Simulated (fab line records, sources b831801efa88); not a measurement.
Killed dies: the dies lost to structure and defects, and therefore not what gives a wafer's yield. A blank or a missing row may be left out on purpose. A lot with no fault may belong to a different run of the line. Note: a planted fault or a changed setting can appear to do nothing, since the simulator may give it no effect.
Matching of chambers -- flow gf180mcu -- GF_STI_CMP_25 on cmp-01: 4 sister chambers
The step polishes, stops on Si3N4, t overpolish 33 s, target thk 524.6 nm. 20 wafers are shown with their chamber, then 10 later ones without.

## EACH WAFER AND ITS CHAMBER
wafer,chamber,motor_current_A (A),time_to_endpoint_s (s),overpolish_run_s (s)
L271.2,2,12.1,123,33.011
L271.3,3,10.4,121,33.003
L271.4,0,10.3,125,32.997
L272.1,0,10.5,127,33.008
L272.4,3,10.6,121,33.005
L272.6,0,9.9,130,32.988
L274.4,2,12.8,124,33.007
L274.5,0,10.4,128,33.020
L274.6,3,10.3,121,33.001
L276.1,0,10.5,127,33.002
L276.4,3,10.1,124,33.010
L276.5,1,12.1,124,32.985
L278.4,1,12.8,122,33.005
L278.5,3,10.1,122,32.991
L278.6,0,10.2,127,33.008
L283.2,2,12.7,123,32.992
L283.4,1,12.1,120,33.009
L283.6,3,10.2,119,32.998
L284.1,1,12.8,122,33.006
L284.2,3,10.6,126,33.032

SIGNATURES (means of the wafers above)
reading,chamber 0,chamber 1,chamber 2,chamber 3,scatter within a chamber
motor_current_A,10.300,12.450,12.533,10.329,0.286
time_to_endpoint_s,127.33,122.00,123.33,122.00,1.84
overpolish_run_s,33.00383,33.00125,33.00333,33.00571,0.0117
Rule: distance of a wafer from a chamber = root of the sum over the readings of ((wafer's reading minus chamber's mean) / reading's scatter) squared. If the next closest chamber is less than 2 further off than the closest, the wafer can't be placed; otherwise it belongs to the closest. The scatter is the square root of a quotient: the sum, over the shown wafers, of each reading's squared deviation from its chamber's mean, divided by wafers minus chambers.

## WAFERS WHOSE CHAMBER IS MISSING
wafer,motor_current_A (A),time_to_endpoint_s (s),overpolish_run_s (s)
L284.6,12.7,124,33.008
L290.1,12.3,120,33.007
L290.4,13.1,120,33.008
L290.6,10.0,125,32.994
L291.2,12.6,120,32.997
L291.4,10.5,120,32.999
L291.6,10.2,125,33.004
L292.1,10.2,122,33.002
L292.2,12.0,121,33.001
L292.5,10.6,121,33.008

## WHICH CHAMBER EACH WENT THROUGH
wafer,from the rows above,in truth
L284.6,can't be placed: 2 or 1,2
L290.1,can't be placed: 1 or 2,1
L290.4,can't be placed: 1 or 2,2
L290.6,can't be placed: 0 or 3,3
L291.2,can't be placed: 1 or 2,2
L291.4,3,3
L291.6,can't be placed: 0 or 3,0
L292.1,3,3
L292.2,can't be placed: 1 or 2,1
L292.5,3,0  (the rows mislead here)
2 of 10 placed correctly. Cannot be placed on the basis of these rows: 7; the candidates contain the true chamber in 7. Placed wrongly: 1.
